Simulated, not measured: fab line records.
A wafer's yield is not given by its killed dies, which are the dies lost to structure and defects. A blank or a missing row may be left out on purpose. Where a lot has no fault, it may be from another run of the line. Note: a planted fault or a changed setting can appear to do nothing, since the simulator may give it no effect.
Struck lot and sound lot, side by side    flow sky130    14 steps out of a route of 708
Sound: the wafers L382.3, L382.4, L382.5. Struck: wafer L383.5 (L383.3, L383.6, from the same lot, were not struck and are left out); the cause is given at the end.
At each step with rows: each side's tool, then ch and its chambers, then its first start. Under that, the readings that differ: sound wafers    struck wafers    difference of the means    sigmas: that difference in standard deviations of wafers without a fault.
alike: same words and numbers on both sides, and readings whose means sit less than 2 such deviations apart. not compared: any withheld reading, any reading some wafer has no value for, any bound like >300 that may hide the same value, and any number with overlapping values for which the record gives no deviation.
A row with sigmas, a row that says differs or no value, or rows on one side alone: a step with any of these is where the two part. When numbers do not overlap yet have no deviation, they are printed without sigmas and do not part them. A reading that every wafer of one side lacks parts them only if that side has two wafers or more.

SKY_LOCAL_INTERCONNECT_THK_MEAS_02: measures by xrf.
  struck on film metro-03, day 31 03:17; sound on film metro-03, day 30 16:01
  alike: LOCAL_INTERCONNECT_TIN_THK
then, 8 steps without rows for these wafers: SKY_LOCAL_INTERCONNECT_DEHYDRATE_03 (time 60 s); SKY_LOCAL_INTERCONNECT_HMDS_04 (prime time 60 s); SKY_LOCAL_INTERCONNECT_COAT_05 (resist thk 60 nm); SKY_LOCAL_INTERCONNECT_COAT_06 (resist thk 450 nm); SKY_LOCAL_INTERCONNECT_SOFTBAKE_07 (time 90 s); SKY_LOCAL_INTERCONNECT_EXPOSE_08 (exposes mask LI1M, target cd 170 nm); SKY_LOCAL_INTERCONNECT_PEB_09; SKY_LOCAL_INTERCONNECT_DEVELOP_10 (develop time 60 s).
SKY_LOCAL_INTERCONNECT_CD_MEAS_11: the cd target is 170 nm.
  struck on cd sem-02, day 32 05:59; sound on cd sem-02, day 31 19:20
  alike: cd nm
SKY_LOCAL_INTERCONNECT_OVL_MEAS_12:
  struck on overlay-01, day 32 06:04; sound on overlay-02, day 31 19:25
  alike: LOCAL_INTERCONNECT_OVL
SKY_LOCAL_INTERCONNECT_ETCH_13: etches BARC in N2/H2, stops on SiO2, time 45.9 s, target depth 60 nm.
  sound on rie metal-04 ch 0,1, day 31 19:28; struck on rie metal-03 ch 1, day 32 06:07
reading                      sound        struck  difference  sigmas
drypump motor current A (A)  6.8 5.6 6.8  5.5     -0.9        -2
  alike: bias w, chamber pressure mTorr, oes product au, rf fwd power W, throttle valve pct
  not compared: rf hours counter h
SKY_LOCAL_INTERCONNECT_METAL_ETCH_14: etches TiN in Cl2/BCl3, stops on PSG, target depth 110 nm, time 31.4 s.
  sound on rie metal-04 ch 0,1, day 31 19:32; struck on rie metal-03 ch 1, day 32 06:11
reading                                                    sound              struck  difference  sigmas
bias w (W)                                                 48.37 48.40 48.49  65.05   +16.63      +99 or more
drypump motor current A (A)                                6.8 5.6 6.8        5.5     -0.9        -2
rf fwd power W (W)                                         883 886 886        893     +8          +2
model.KrF-thick_of_LOCAL_INTERCONNECT_COAT_06.thk nm (nm)  353.8 349.3 354.3  344.1   -8.4        
model.LOCAL_INTERCONNECT.feature depth nm (nm)             97.64 97.9 98.58   100.6   +2.6        
  alike: chamber pressure mTorr, oes product au, throttle valve pct
  not compared: rf hours counter h
SKY_LOCAL_INTERCONNECT_STRIP_15: strips in O2/N2.
  sound on plasma asher-03 ch 0,1, day 31 19:35; struck on plasma asher-03 ch 0, day 32 06:14
reading                       sound              struck  difference  sigmas
strip time to endpoint s (s)  4.778 4.735 4.789  4.679   -0.088      -4
  alike: chamber pressure mTorr, drypump motor current A, oes product au
  not compared: rf hours counter h

## WHERE THEY PART
Earliest at SKY_LOCAL_INTERCONNECT_ETCH_13; latest, in this record, at SKY_LOCAL_INTERCONNECT_STRIP_15.

WHY: whatever the simulator had introduced
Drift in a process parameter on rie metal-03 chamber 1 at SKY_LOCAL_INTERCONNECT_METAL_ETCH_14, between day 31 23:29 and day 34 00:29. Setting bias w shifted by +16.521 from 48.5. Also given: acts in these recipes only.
